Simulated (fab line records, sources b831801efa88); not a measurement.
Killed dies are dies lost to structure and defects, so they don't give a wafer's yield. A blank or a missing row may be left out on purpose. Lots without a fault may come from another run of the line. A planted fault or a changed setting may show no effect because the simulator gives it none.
fab line records | flow sky130
record lots=11 wafers=33 last_day=50
route steps=708 shown VIA1@471 METAL2@485 PAD_OPEN@708
lots that met no fault: from a run of the same line without faults
start_h: hours from the record's first day to the start of the lot's first wafer shown | wait_h: hours since the lot's step before | " the same as in the row above | L1.1+2: a row that stands for several wafers | - no value, or no start given | * or withheld: withheld | < > ~ a bound
route shown NAME@n: a module of which the file shows steps, and the number in the route of the first | usual: mean/standard deviation of fault-free wafers | same: alike in all rows | chamber/n: place in a boat | sites: the reading at each site | _std_site: their standard deviation | _edge_site: outer sites' mean less inner sites' | radius_mm: how far each site lies from the wafer's centre | mask NAME#n: copy n | behind: the tool/chamber that last shaped the wafer | hold: why the lot was held/for how many hours/how that ended | device: the transistor (n, p or np) that didn't switch | end of line: the same wafers' tests at the end of the route | a step without rows: its recipe alone | killed: dies lost to structure and defects at the first sort, not the wafer's yield | map: a wafer's dies, x killed, . not, _ none there
set.NAME: the setting as run; set.NAME@STEP: as run at that earlier step | model.NAME: the simulator's own value behind a step, which no gauge read
steps of the route over a sample of lots; a table a step, a row a wafer
services: from which hour (start_h, from the record's first day; less than 0 if before it) a tool's chamber was out of use, for how many hours, and why
## steps
# step SKY_VIA1_OVL_MEAS_13
# usual VIA1_OVL=-1/6.2
# columns lot.wafer tool chamber start_h wait_h VIA1_OVL[nm]
L284.1 overlay-02 - 794.24 0.1 -4
L284.3 " - " " -16
L284.5 " - " " -7
L287.4 overlay-01 - 812.66 0.1 -4
L287.5 " - " " -13
L287.6 " - " " -9
L292.4 overlay-02 - 862.13 0.1 -19
L292.5 " - " " 2
L292.6 " - " " -12
L291.1 overlay-01 - 864.41 0.1 0
L291.5 " - " " 2
L291.6 " - " " 0
L293.1 overlay-02 - 866.04 0.1 -1
L293.2 " - " " 8
L293.3 " - " " 0
L297.2 overlay-01 - 891.20 0.1 6
L297.4 " - " " -1
L297.6 " - " " 2
L298.2 overlay-02 - 897.85 0.1 6
L298.4 " - " " 11
L298.5 " - " " 7
L299.1 overlay-02 - 900.84 0.1 1
L299.3 " - " " -2
L299.5 " - " " 3
L300.2 overlay-01 - 907.34 0.1 -9
L300.5 " - " " -9
L300.6 " - " " -4
L301.3 overlay-01 - 913.81 0.1 5
L301.4 " - " " 7
L301.6 " - " " 1
L307.1 overlay-01 - 955.09 0.1 -1
L307.4 " - " " -1
L307.5 " - " " -13
# step SKY_VIA1_SPUTTER_20
# recipe material=TiN target_thk_nm=20 chamber_pressure_pa=5 power_w=4000 time_s=80
# usual chamber_pressure_pa=5.001/0.0098 throttle_valve_pct=29.8/0.84
# columns lot.wafer tool chamber start_h wait_h chamber_pressure_pa throttle_valve_pct
L284.1 pvd_sputter-02 - 794.97 0.0 4.996 29.3
L284.3 " - " " 5.007 30.0
L284.5 " - " " 5.003 29.9
L287.4 pvd_sputter-04 - 813.36 0.0 5.008 29.9
L287.5 " - " " 5.001 29.5
L287.6 " - " " 5.008 28.8
L292.4 pvd_sputter-01 - 862.83 0.0 5.012 30.9
L292.5 " - " " 5.005 28.8
L292.6 " - " " 4.992 30.9
L291.1 pvd_sputter-01 - 865.12 0.0 4.983 31.2
L291.5 " - " " 5.012 29.0
L291.6 " - " " 4.978 31.4
L293.1 pvd_sputter-02 - 866.75 0.0 5.010 29.3
L293.2 " - " " 4.996 29.2
L293.3 " - " " 4.999 29.4
L297.2 pvd_sputter-04 - 891.92 0.0 5.010 31.6
L297.4 " - " " 4.995 29.8
L297.6 " - " " 4.985 28.7
L298.2 pvd_sputter-01 - 898.57 0.0 4.993 31.1
L298.4 " - " " 5.019 28.9
L298.5 " - " " 5.004 28.8
L299.1 pvd_sputter-01 - 901.63 0.0 5.005 29.7
L299.3 " - " " 4.991 28.9
L299.5 " - " " 4.996 28.7
L300.2 pvd_sputter-02 - 908.09 0.0 4.998 29.4
L300.5 " - " " 4.993 29.2
L300.6 " - " " 5.007 29.3
L301.3 pvd_sputter-04 - 914.51 0.0 4.985 30.5
L301.4 " - " " 4.995 31.3
L301.6 " - " " 4.987 28.7
L307.1 pvd_sputter-02 - 955.82 0.0 4.990 29.4
L307.4 " - " " 4.991 29.4
L307.5 " - " " 4.991 28.9
# step SKY_METAL2_SPUTTER_02
# recipe material=AlCu target_thk_nm=250 power_w=10600 time_s=13.3 chamber_pressure_pa=0.4
# usual chamber_pressure_pa=0.4001/0.00084 throttle_valve_pct=30.1/1.2
# columns lot.wafer tool chamber start_h wait_h chamber_pressure_pa throttle_valve_pct
L284.1 pvd_sputter-01 - 795.65 0.0 0.4002 28.9
L284.3 " - " " 0.4005 31.3
L284.5 " - " " 0.3983 30.8
L287.4 pvd_sputter-01 - 814.04 0.0 0.4009 30.6
L287.5 " - " " 0.4002 30.0
L287.6 " - " " 0.4003 30.8
L292.4 pvd_sputter-03 - 863.51 0.0 0.3993 31.2
L292.5 " - " " 0.3999 30.1
L292.6 " - " " 0.4000 27.6
L291.1 pvd_sputter-03 - 865.81 0.0 0.3989 30.4
L291.5 " - " " 0.3990 30.8
L291.6 " - " " 0.3990 30.1
L293.1 pvd_sputter-04 - 867.44 0.0 0.4013 31.5
L293.2 " - " " 0.4002 29.5
L293.3 " - " " 0.4003 28.4
L297.2 pvd_sputter-01 - 892.60 0.0 0.4004 31.3
L297.4 " - " " 0.3994 29.7
L297.6 " - " " 0.4002 31.2
L298.2 pvd_sputter-03 - 899.25 0.0 0.4000 27.8
L298.4 " - " " 0.4000 31.0
L298.5 " - " " 0.3989 31.1
L299.1 pvd_sputter-03 - 902.31 0.0 0.2593 34.5
L299.3 " - " " 0.2594 37.7
L299.5 " - " " 0.2592 38.2
L300.2 pvd_sputter-03 - 908.77 0.0 0.2583 38.5
L300.5 " - " " 0.2576 34.4
L300.6 " - " " 0.2592 39.2
L301.3 pvd_sputter-01 - 915.53 0.0 0.3990 30.9
L301.4 " - " " 0.3990 29.1
L301.6 " - " " 0.3986 28.9
L307.1 pvd_sputter-01 - 956.50 0.0 0.4015 31.1
L307.4 " - " " 0.4019 30.2
L307.5 " - " " 0.4011 31.3
# step SKY_METAL2_SPUTTER_03
# recipe material=Ti target_thk_nm=5 power_w=3000 time_s=3.3 chamber_pressure_pa=0.4
# usual chamber_pressure_pa=0.3999/0.00086 throttle_valve_pct=30.1/1.2
# columns lot.wafer tool chamber start_h wait_h chamber_pressure_pa throttle_valve_pct
L284.1 pvd_sputter-01 - 795.67 0.0 0.3996 29.0
L284.3 " - " " 0.4008 31.3
L284.5 " - " " 0.4000 30.8
L287.4 pvd_sputter-01 - 814.07 0.0 0.3997 30.7
L287.5 " - " " 0.4005 29.8
L287.6 " - " " 0.3992 30.7
L292.4 pvd_sputter-03 - 863.54 0.0 0.3983 31.3
L292.5 " - " " 0.4010 30.6
L292.6 " - " " 0.3997 27.7
L291.1 pvd_sputter-03 - 865.83 0.0 0.3994 30.0
L291.5 " - " " 0.3997 31.1
L291.6 " - " " 0.3996 30.1
L293.1 pvd_sputter-04 - 867.46 0.0 0.4007 31.5
L293.2 " - " " 0.3993 29.8
L293.3 " - " " 0.3995 28.7
L297.2 pvd_sputter-01 - 892.62 0.0 0.4011 31.1
L297.4 " - " " 0.4002 29.8
L297.6 " - " " 0.3988 31.5
L298.2 pvd_sputter-03 - 899.27 0.0 0.3993 27.5
L298.4 " - " " 0.3986 30.9
L298.5 " - " " 0.3985 30.6
L299.1 pvd_sputter-03 - 902.34 0.0 0.4004 27.6
L299.3 " - " " 0.4000 30.2
L299.5 " - " " 0.3984 30.3
L300.2 pvd_sputter-03 - 908.79 0.0 0.3999 30.9
L300.5 " - " " 0.3992 27.5
L300.6 " - " " 0.4013 31.4
L301.3 pvd_sputter-01 - 915.55 0.0 0.3986 30.8
L301.4 " - " " 0.3996 29.2
L301.6 " - " " 0.3984 29.1
L307.1 pvd_sputter-01 - 956.53 0.0 0.3993 31.1
L307.4 " - " " 0.3997 29.8
L307.5 " - " " 0.4006 30.9
# step SKY_METAL2_RS_MEAS_05
# recipe thk_meas_gauge=four-point-probe reads=TiN_of_METAL2_SPUTTER_04+Ti_of_METAL2_SPUTTER_03+AlCu_of_METAL2_SPUTTER_02+TiN_of_METAL2_SPUTTER_01+Ti_of_METAL2_SPUTTER_00
# usual METAL2_ALCU_RS=0.1269/0.0016
# columns lot.wafer tool chamber start_h wait_h METAL2_ALCU_RS[ohm/sq]
L284.1 film_metro-03 - 795.74 0.0 0.1265
L284.3 " - " " 0.1263
L284.5 " - " " 0.1260
L287.4 film_metro-01 - 814.19 0.1 0.1263
L287.5 " - " " 0.1277
L287.6 " - " " 0.1266
L292.4 film_metro-01 - 863.66 0.1 0.1279
L292.5 " - " " 0.1284
L292.6 " - " " 0.1276
L291.1 film_metro-01 - 865.90 0.0 0.1292
L291.5 " - " " 0.1269
L291.6 " - " " 0.1277
L293.1 film_metro-03 - 867.53 0.0 0.1245
L293.2 " - " " 0.1261
L293.3 " - " " 0.1260
L297.2 film_metro-03 - 892.71 0.0 0.1262
L297.4 " - " " 0.1287
L297.6 " - " " 0.1281
L298.2 film_metro-01 - 899.36 0.0 0.1284
L298.4 " - " " 0.1281
L298.5 " - " " 0.1273
L299.1 film_metro-04 - 902.41 0.0 0.1147
L299.3 " - " " 0.1141
L299.5 " - " " 0.1149
L300.2 film_metro-01 - 908.88 0.0 0.1125
L300.5 " - " " 0.1143
L300.6 " - " " 0.1149
L301.3 film_metro-01 - 915.66 0.1 0.1243
L301.4 " - " " 0.1254
L301.6 " - " " 0.1253
L307.1 film_metro-01 - 956.59 0.0 0.1244
L307.4 " - " " 0.1259
L307.5 " - " " 0.1249
# step SKY_METAL2_THK_MEAS_06
# recipe thk_meas_gauge=xrf reads=AlCu_of_METAL2_SPUTTER_02
# usual METAL2_ALCU_THK=247/3.2
# columns lot.wafer tool chamber start_h wait_h METAL2_ALCU_THK[nm]
L284.1 film_metro-03 - 795.86 0.1 247
L284.3 " - " " 247
L284.5 " - " " 250
L287.4 film_metro-01 - 814.28 0.1 252
L287.5 " - " " 249
L287.6 " - " " 251
L292.4 film_metro-01 - 863.75 0.1 247
L292.5 " - " " 246
L292.6 " - " " 247
L291.1 film_metro-01 - 866.02 0.1 243
L291.5 " - " " 248
L291.6 " - " " 249
L293.1 film_metro-03 - 867.65 0.1 251
L293.2 " - " " 245
L293.3 " - " " 248
L297.2 film_metro-03 - 892.82 0.1 250
L297.4 " - " " 245
L297.6 " - " " 248
L298.2 film_metro-01 - 899.47 0.1 246
L298.4 " - " " 246
L298.5 " - " " 246
L299.1 film_metro-04 - 902.53 0.1 266
L299.3 " - " " 266
L299.5 " - " " 266
L300.2 film_metro-01 - 908.99 0.1 272
L300.5 " - " " 265
L300.6 " - " " 265
L301.3 film_metro-01 - 915.76 0.1 253
L301.4 " - " " 253
L301.6 " - " " 253
L307.1 film_metro-01 - 956.71 0.1 253
L307.4 " - " " 249
L307.5 " - " " 252
# step SKY_PAD_OPEN_PROBE_99
# usual defect_limited_yield=82.4/2 killed_at_M0_to_M3=44/7.1 killed_at_M4_up=3/1.6 killed_at_contacts=24/5.4 killed_at_front_end=15/4.7 killed_at_other=0.3/0.51 killed_dies=87/9.9 killed_open=48/7.6 killed_short=39/6.3 sort_bin_3_pad_short=0.9/0.39 sort_bin_5_function=10.5/1.6 sort_bin_6_memory=6.3/1.1 sort_n_pass=405/9.9 sort_yield_pct=82.4/2
# same gross_dies=492 killed_at_back_side=0 sort_bin_4_leakage[%]=0 sort_bin_8_speed[%]=0
# columns lot.wafer tool chamber start_h wait_h defect_limited_yield[%] killed_at_M0_to_M3 killed_at_M4_up killed_at_contacts killed_at_front_end killed_at_other killed_dies killed_open killed_short sort_bin_3_pad_short[%] sort_bin_5_function[%] sort_bin_6_memory[%] sort_n_pass sort_yield_pct[%]
L292.4 prober-02 - 1129.68 0.2 82.3 39 0 29 18 1 87 41 46 0.4 11.0 6.3 405 82.3
L292.5 prober-02 - 1129.73 0.2 84.1 35 2 17 24 0 78 33 45 0.6 11.2 4.1 414 84.1
L292.6 prober-02 - 1129.78 0.2 83.3 47 2 20 12 1 82 38 44 0.6 9.6 6.5 410 83.3
L299.1 prober-02 - 1158.03 0.1 86.6 38 3 14 11 0 66 37 29 1.0 7.9 4.5 426 86.6
L299.3 prober-02 - 1158.13 0.2 84.8 37 2 24 12 0 75 33 42 1.0 8.5 5.7 417 84.8
L299.5 prober-02 - 1158.23 0.2 80.9 53 0 21 19 1 94 45 49 1.6 9.6 7.9 398 80.9
# killed by level:class
L292.4 CONTACT:geometric_particle:open=11 VIA1:geometric_particle:open=8 VIA3:geometric_particle:open=7 CONTACT:geometric_particle:short=6 LI_CONTACT:geometric_particle:open=5 METAL2:geometric_particle:short=5 VIA3:geometric_particle:short=5 FIELD_ISO:geometric_particle:short=4
L292.5 FIELD_ISO:geometric_particle:short=7 LI_CONTACT:geometric_particle:open=6 METAL2:geometric_particle:short=6 VIA3:geometric_particle:open=6 VIA1:geometric_particle:open=5 FIELD_ISO:geometric_particle:open=4 POLY_GATE:geometric_particle:short=4 CONTACT:geometric_particle:short=4
L292.6 METAL2:geometric_particle:short=11 VIA3:geometric_particle:open=7 CONTACT:geometric_particle:open=6 VIA1:geometric_particle:open=6 VIA2:geometric_particle:short=5 LOCAL_INTERCONNECT:geometric_particle:short=5 VIA2:geometric_particle:open=5 FIELD_ISO:geometric_particle:open=4
L299.1 VIA1:geometric_particle:open=8 VIA2:geometric_particle:open=7 FIELD_ISO:geometric_particle:open=6 METAL1:geometric_particle:short=6 CONTACT:geometric_particle:open=4 METAL2:geometric_particle:short=4 POLY_GATE:geometric_particle:open=3 LI_CONTACT:geometric_particle:open=3
L299.3 VIA1:geometric_particle:short=9 VIA1:geometric_particle:open=8 LI_CONTACT:geometric_particle:open=7 CONTACT:geometric_particle:open=7 METAL2:geometric_particle:short=6 POLY_GATE:geometric_particle:short=4 LI_CONTACT:geometric_particle:short=4 METAL1:geometric_particle:short=4
L299.5 VIA1:geometric_particle:open=13 METAL1:geometric_particle:short=10 LOCAL_INTERCONNECT:geometric_particle:short=8 VIA2:geometric_particle:open=8 POLY_GATE:geometric_particle:open=7 FIELD_ISO:geometric_particle:short=6 VIA1:geometric_particle:short=6 VIA3:geometric_particle:open=6
## services
# columns tool chamber start_h hours kind
pvd_sputter-04 - 775.43 6.5 repair
pvd_sputter-02 - 784.41 3.3 repair
pvd_sputter-02 - 798.60 5.5 repair
pvd_sputter-01 1 819.14 - consumable_replace:kit
pvd_sputter-01 1 819.14 18.0 scheduled_down
pvd_sputter-01 1 819.14 18.0 vent_cycle
pvd_sputter-02 3 832.59 - consumable_replace:kit
pvd_sputter-02 3 832.59 18.0 scheduled_down
pvd_sputter-02 3 832.59 18.0 vent_cycle
pvd_sputter-02 - 853.56 1.4 repair
pvd_sputter-01 - 878.99 1.3 repair
pvd_sputter-04 - 882.69 7.0 repair
pvd_sputter-01 - 908.66 1.5 repair
pvd_sputter-04 - 941.97 3.6 repair
pvd_sputter-02 - 942.76 0.7 repair
pvd_sputter-03 2 949.25 - consumable_replace:kit
pvd_sputter-03 2 949.25 18.0 scheduled_down
pvd_sputter-03 2 949.25 18.0 vent_cycle
## key
first_sign step=SKY_METAL2_SPUTTER_02 reading=chamber_pressure_pa direction=down sigmas=99+ usual=0.4001 struck=0.2589
effect step=SKY_METAL2_SPUTTER_02 reading=throttle_valve_pct direction=up sigmas=5.8 usual=30.1 struck=37.1
effect step=SKY_METAL2_RS_MEAS_05 reading=METAL2_ALCU_RS direction=down sigmas=8.1 usual=0.1269 struck=0.1142
effect step=SKY_METAL2_THK_MEAS_06 reading=METAL2_ALCU_THK direction=up sigmas=6.1 usual=247 struck=267
met_at SKY_METAL2_SPUTTER_02
struck_lots L299,L300
not_acting_at SKY_VIA1_OVL_MEAS_13,SKY_VIA1_SPUTTER_20,SKY_METAL2_SPUTTER_03
onset_between 899.25 902.31
fault kind=process_parameter_drift tool=pvd_sputter-03 chamber=- onset_h=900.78 steps=SKY_METAL2_SPUTTER_02 channel=chamber_pressure_pa offset=-0.14162 shape=step end_h=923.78 acts_in=these_recipes_only stated=0.4
